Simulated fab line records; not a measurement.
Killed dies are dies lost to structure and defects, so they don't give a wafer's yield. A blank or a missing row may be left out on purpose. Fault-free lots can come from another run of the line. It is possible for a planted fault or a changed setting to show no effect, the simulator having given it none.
fab line records    flow sky130
[record] lots = 13  wafers = 39  lastDay = 50
route steps=708 shown RES_XHIGH@336 PAD_OPEN@708
lots untouched by any fault: they come from a run of this same line in which no faults occurred
startH: hours from the record's first day to the start of the lot's first wafer shown    waitH: hours from the lot's prior step to this one    " same as the row above    L1.1+2: one row covering several wafers at once    - no value, or no start given    * or withheld: withheld    < > ~ a bound
route shown NAME@n: names a module that has steps shown in the file, with the first one's number in the route    usual: mean and standard deviation over wafers with no fault    same: alike in all rows    chamber/n: place in a boat    sites: per-site readings    _std_site: the values' standard deviation    _edge_site: inner sites' mean taken away from outer sites' mean    radiusMm: how far each site lies from the wafer's centre    mask NAME#n: copy n    behind: the most recent tool/chamber to have shaped the wafer    hold: what put the lot on hold/how long, in hours/how the hold closed    device: transistor that didn't switch, given as n, p or np    end of line: the route-end tests of the same wafers    a step without rows: its recipe alone    killed: not the wafer's yield, but the dies lost to structure and defects at the first sort    map: a wafer's dies, x killed, . not, _ none there
set.NAME: the setting that was run; set.NAME@STEP: the one run at that earlier step    model.NAME: the simulator's own value behind a step, which no gauge read
steps of the route over a sample of lots; a table a step, a row a wafer
services: when a tool's chamber went out of use (startH, in hours from the record's first day, below 0 if earlier), for how many hours, and the reason
[[steps]]
[step SKY_RES_XHIGH_EXPOSE_04]
[recipe] maskId = URPM  na = 0.6  sourceShape = conventional  sigmaOuter = 0.6  polarization = unpolarized  targetCdNm = 1270  doseMj = 140
lot.wafer   tool             chamber  startH  waitH  mask
L480.4+5+6  ilineStepper-02  0        615.00  -      URPM#0
L481.2+3+4  ilineStepper-01  0        635.11  -      URPM#0
L484.3+4+6  ilineStepper-02  0        649.97  -      URPM#0
L485.2+3+5  ilineStepper-02  0        655.74  -      URPM#0
L486.1+3+4  ilineStepper-02  0        673.77  -      URPM#0
L487.1+5+6  ilineStepper-02  0        685.27  -      URPM#0
L488.1+2+4  ilineStepper-02  0        686.28  -      URPM#0
L490.1+3+5  ilineStepper-02  0        695.73  -      LDNTM#0
L491.1+3+6  ilineStepper-01  0        704.20  -      URPM#0
L492.1+4+6  ilineStepper-02  0        714.20  -      URPM#0
L496.2+4+5  ilineStepper-01  0        750.96  -      URPM#0
L499.2+3+5  ilineStepper-01  0        768.73  -      URPM#0
L501.1+2+6  ilineStepper-02  0        782.60  -      URPM#0
[step SKY_RES_XHIGH_TW_MEAS_09]
[usual] RES_XHIGH_TW = 1639/8.2
lot.wafer  tool          chamber  startH  waitH  RES_XHIGH_TW
L480.4     filmMetro-01  -        629.91  0.1    1639
L480.5     "             -        "       "      1639
L480.6     "             -        "       "      1640
L481.2     filmMetro-02  -        650.49  0.1    1650
L481.3     "             -        "       "      1637
L481.4     "             -        "       "      1640
L484.3     filmMetro-01  -        663.84  0.1    1651
L484.4     "             -        "       "      1642
L484.6     "             -        "       "      1645
L485.2     filmMetro-02  -        669.42  0.1    1645
L485.3     "             -        "       "      1645
L485.5     "             -        "       "      1649
L486.1     filmMetro-03  -        688.71  0.1    1638
L486.3     "             -        "       "      1639
L486.4     "             -        "       "      1643
L487.1     filmMetro-02  -        698.76  0.1    1634
L487.5     "             -        "       "      1635
L487.6     "             -        "       "      1637
L488.1     filmMetro-03  -        699.88  0.1    1633
L488.2     "             -        "       "      1627
L488.4     "             -        "       "      1637
L490.1     filmMetro-03  -        709.21  0.1    30
L490.3     "             -        "       "      30
L490.5     "             -        "       "      30
L491.1     filmMetro-03  -        718.71  0.1    1632
L491.3     "             -        "       "      1630
L491.6     "             -        "       "      1637
L492.1     filmMetro-01  -        727.97  0.1    1643
L492.4     "             -        "       "      1640
L492.6     "             -        "       "      1644
L496.2     filmMetro-03  -        764.52  0.1    1638
L496.4     "             -        "       "      1657
L496.5     "             -        "       "      1646
L499.2     filmMetro-03  -        782.84  0.1    1622
L499.3     "             -        "       "      1622
L499.5     "             -        "       "      1634
L501.1     filmMetro-02  -        796.27  0.1    1646
L501.2     "             -        "       "      1643
L501.6     "             -        "       "      1644
[step SKY_PAD_OPEN_PROBE_99]
[usual] killed_at_M0_to_M3 = 43/7.2  killed_at_M4_up = 3.3/2  killedAtContacts = 25/5.8  killedAtFrontEnd = 15/4.5  killedAtOther = 0.3/0.62  killedDies = 86/9.4  killedOnRim = 17/3.7  killedOpen = 47/7.1  killedShort = 39/6
[same] grossDies = 492  killedAtBackSide = 0
lot.wafer  tool       chamber  startH   waitH  killed_at_M0_to_M3  killed_at_M4_up  killedAtContacts  killedAtFrontEnd  killedAtOther  killedDies  killedOnRim  killedOpen  killedShort
L490.1     prober-01  -        1140.07  0.1    43                  6                20                16                407            492         96           46          39
L490.3     prober-01  -        1140.17  0.2    36                  4                22                20                410            492         96           46          36
L490.5     prober-01  -        1140.27  0.2    33                  2                20                17                420            492         96           44          29
L491.1     prober-02  -        1147.66  0.1    37                  3                26                8                 0              74          12           46          28
L491.3     prober-02  -        1147.76  0.2    43                  2                29                13                0              87          14           48          39
L491.6     prober-02  -        1147.91  0.2    40                  2                19                17                1              79          17           42          37
// killed by level:class
L490.1 RES_XHIGH:areaExpose=407 VIA1:geometricParticle:open=9 VIA1:geometricParticle:short=8 LI_CONTACT:geometricParticle:open=6 CONTACT:geometricParticle:short=6 METAL4:geometricParticle:short=6 CONTACT:geometricParticle:open=5 METAL1:geometricParticle:short=5
L490.3 RES_XHIGH:areaExpose=410 CONTACT:geometricParticle:open=8 VIA1:geometricParticle:open=8 POLY_GATE:geometricParticle:short=7 POLY_GATE:geometricParticle:open=6 LI_CONTACT:geometricParticle:open=6 VIA2:geometricParticle:open=6 LOCAL_INTERCONNECT:geometricParticle:short=5
L490.5 RES_XHIGH:areaExpose=419 VIA1:geometricParticle:open=12 CONTACT:geometricParticle:open=7 POLY_GATE:geometricParticle:open=6 LI_CONTACT:geometricParticle:open=6 VIA2:geometricParticle:open=5 VIA2:geometricParticle:short=4 FIELD_ISO:geometricParticle:short=3
L491.1 CONTACT:geometricParticle:open=9 VIA1:geometricParticle:open=9 VIA2:geometricParticle:open=8 CONTACT:geometricParticle:short=7 VIA3:geometricParticle:open=7 FIELD_ISO:geometricParticle:open=5 LI_CONTACT:geometricParticle:open=5 VIA1:geometricParticle:short=5
L491.3 CONTACT:geometricParticle:open=14 VIA1:geometricParticle:open=12 METAL2:geometricParticle:short=6 VIA1:geometricParticle:short=6 VIA2:geometricParticle:open=6 LI_CONTACT:geometricParticle:open=5 VIA3:geometricParticle:short=5 FIELD_ISO:geometricParticle:short=4
L491.6 FIELD_ISO:geometricParticle:short=9 CONTACT:geometricParticle:open=8 VIA1:geometricParticle:open=8 VIA2:geometricParticle:open=7 METAL2:geometricParticle:short=6 FIELD_ISO:geometricParticle:open=5 VIA1:geometricParticle:short=5 VIA3:geometricParticle:open=4
[[services]]
tool             chamber  startH  hours  kind
ilineStepper-02  -        604.38  4.4    pm
ilineStepper-01  -        648.07  1.7    pm
ilineStepper-02  0        659.04  -      calibration
ilineStepper-01  -        683.88  5.7    repair
ilineStepper-01  0        732.74  -      calibration
[[key]]
[firstSign] step = SKY_RES_XHIGH_EXPOSE_04  reading = mask  direction = changed
[effect] step = SKY_RES_XHIGH_TW_MEAS_09  reading = RES_XHIGH_TW  direction = down  sigmas = 99+  usual = 1639  struck = 30
[effect] step = SKY_PAD_OPEN_PROBE_99  reading = killedAtOther  direction = up  sigmas = 99+  usual = 0.3  struck = 412.3
[moreKillsBornAt] SKY_RES_XHIGH_EXPOSE_04@ilineStepper-02 = 1236
metAt SKY_RES_XHIGH_EXPOSE_04
struckLots L490
testerLeftOut L490
onsetBetween 686.28 695.73
[fault] kind = wrongMask  tool = any  chamber = -  onsetH = 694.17  steps = SKY_RES_XHIGH_EXPOSE_04  auxCopy = LDNTM#0  scope = struckLotsOnly
// testerLeftOut: of these lots the tester's yield and bins aren't shown, on N5 and GAA mostly nor the transistor test; their killed dies are dies lost to structure and defects alone, not to doping, threshold or leakage, so they don't give the yield
